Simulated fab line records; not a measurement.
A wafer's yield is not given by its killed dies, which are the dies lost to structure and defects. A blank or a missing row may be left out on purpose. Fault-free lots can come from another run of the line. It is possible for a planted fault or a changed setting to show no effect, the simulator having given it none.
A lot that was struck, set against a sound lot	flow sky130	35 out of 708 route steps
Sound: the wafers L611.1, L611.2, L611.4. Struck: wafer L602.4 (left out: L602.2, L602.5 of the same lot, which were not struck); the cause appears at the end.
Order at every step that has rows: each side's tool, ch and its chambers, its first start. Under that, the readings that differ: sound wafers	struck wafers	difference of the means	sigmas: that difference in standard deviations of wafers without a fault.
alike: readings whose means differ by less than 2 such deviations, and words and numbers that are the same on both sides. not compared: withheld readings, readings that some wafer has no value for, bounds like >300 that may hide the same value, and numbers for which the record gives no deviation and whose values overlap.
A row with sigmas, a row that says differs or no value, or rows on one side alone: a step with any of these is where the two part. When numbers do not overlap yet have no deviation, they are printed without sigmas and do not part them. A reading that every wafer of one side lacks parts them only if that side has two wafers or more.

first, 10 steps without rows for these wafers: SKY_VIA1_STRIP_17 (strips in post etch residue remover, time 1200 s); SKY_VIA1_CLEAN_18 (cleans in IPA, time 180 s); SKY_VIA1_CLEAN_19 (cleans in O3/DIW); SKY_VIA1_SPUTTER_20 (material TiN, target thk 20 nm, time 80 s); SKY_VIA1_CVD_21 (deposits W, target thk 270 nm, time 80.902 s); SKY_VIA1_CMP_24 (polishes, stops on SiO2, t overpolish 15 s, target thk 0 nm); SKY_METAL2_SPUTTER_00 (material Ti, target thk 15 nm, time 10 s); SKY_METAL2_SPUTTER_01 (material TiN, target thk 20 nm, time 16.7 s); SKY_METAL2_SPUTTER_02 (material AlCu, target thk 250 nm, time 13.3 s); SKY_METAL2_SPUTTER_03 (material Ti, target thk 5 nm, time 3.3 s).
SKY_METAL2_SPUTTER_04: material TiN, target thk 70 nm, time 58.3 s.
  sound: pvdSputter-02 at day 40 03:56; struck: pvdSputter-04 at day 37 10:55
  alike: chamberPressurePa, throttleValvePct
then, 23 steps without rows for these wafers: SKY_METAL2_DEHYDRATE_07 (time 60 s); SKY_METAL2_HMDS_08 (prime time 60 s); SKY_METAL2_COAT_09 (resist thk 60 nm); SKY_METAL2_COAT_10 (resist thk 450 nm); SKY_METAL2_SOFTBAKE_11 (time 87.97 s); SKY_METAL2_EXPOSE_12 (exposes mask MM2, target cd 140 nm); SKY_METAL2_PEB_13; SKY_METAL2_DEVELOP_14 (develop time 60 s); SKY_METAL2_DESCUM_17 (chemistry O2, time 8 s); SKY_METAL2_ETCH_18 (etches BARC in N2/H2, stops on SiO2, time 45.9 s, target depth 60 nm); SKY_METAL2_METAL_ETCH_19 (etches the open film in Cl2/BCl3, stops on SiO2, target depth 360 nm, time 78 s); SKY_METAL2_STRIP_20 (strips in O2/N2); SKY_METAL2_STRIP_21 (strips in post etch residue remover, time 1200 s); SKY_METAL2_CLEAN_22 (cleans in IPA, time 180 s); SKY_METAL2_CLEAN_23 (cleans in O3/DIW); SKY_VIA2_HDPCVD_00 (deposits SiO2, target thk 1180 nm, time 196.7 s); SKY_VIA2_CMP_02 (polishes SiO2); SKY_VIA2_DEHYDRATE_04 (time 60 s); SKY_VIA2_HMDS_05 (prime time 60 s); SKY_VIA2_COAT_06 (resist thk 60 nm); SKY_VIA2_COAT_07 (resist thk 450 nm); SKY_VIA2_SOFTBAKE_08 (time 90 s); SKY_VIA2_EXPOSE_09 (exposes mask VIM2, target cd 200 nm).
-- the record jumps here: 11 days lie between the struck wafers' starts before and after (it left off in module VIA2 and takes up again in module PAD_OPEN, whose first step shown is number 708 of the route) --
SKY_PAD_OPEN_PROBE_99:
  sound: prober-01 at day 50 14:49; struck: prober-02 at day 48 18:27
reading	sound	struck	difference	sigmas
defectLimitedYield (%)	81.5 79.5 84.3	73.2	-8.6	-4
killed_at_M0_to_M3	52 51 42	96	+48	+6
killedDies	91 101 77	132	+42	+4
killedShort	42 46 35	23	-18	-3
sort_bin_3_pad_short (%)	1.4 0.4 0.8	4.3	+3.4	+10
sort_bin_5_function (%)	10.2 12.2 9.3	16.1	+5.5	+3
sortNPass	401 391 415	360	-42	-4
sortYieldPct (%)	81.5 79.5 84.3	73.2	-8.6	-4
model.etest.tester.sortNPass	401 391 415	360	-42	
model.etest.tester.sortYieldPct (%)	81.5 79.47 84.35	73.17	-8.60	
model.etest.tester.sort_bin_5_pct (%)	10.16 12.2 9.35	16.06	+5.49	
model.etest.tester.sort_bin_3_pct (%)	1.423 0.4065 0.813	4.268	+3.387	
  alike: killed_at_M4_up, killedAtContacts, killedAtFrontEnd, killedOpen, sort_bin_6_memory

WHERE THEY PART
Within this record, at SKY_PAD_OPEN_PROBE_99 only.

WHY: what had been put in by the simulator
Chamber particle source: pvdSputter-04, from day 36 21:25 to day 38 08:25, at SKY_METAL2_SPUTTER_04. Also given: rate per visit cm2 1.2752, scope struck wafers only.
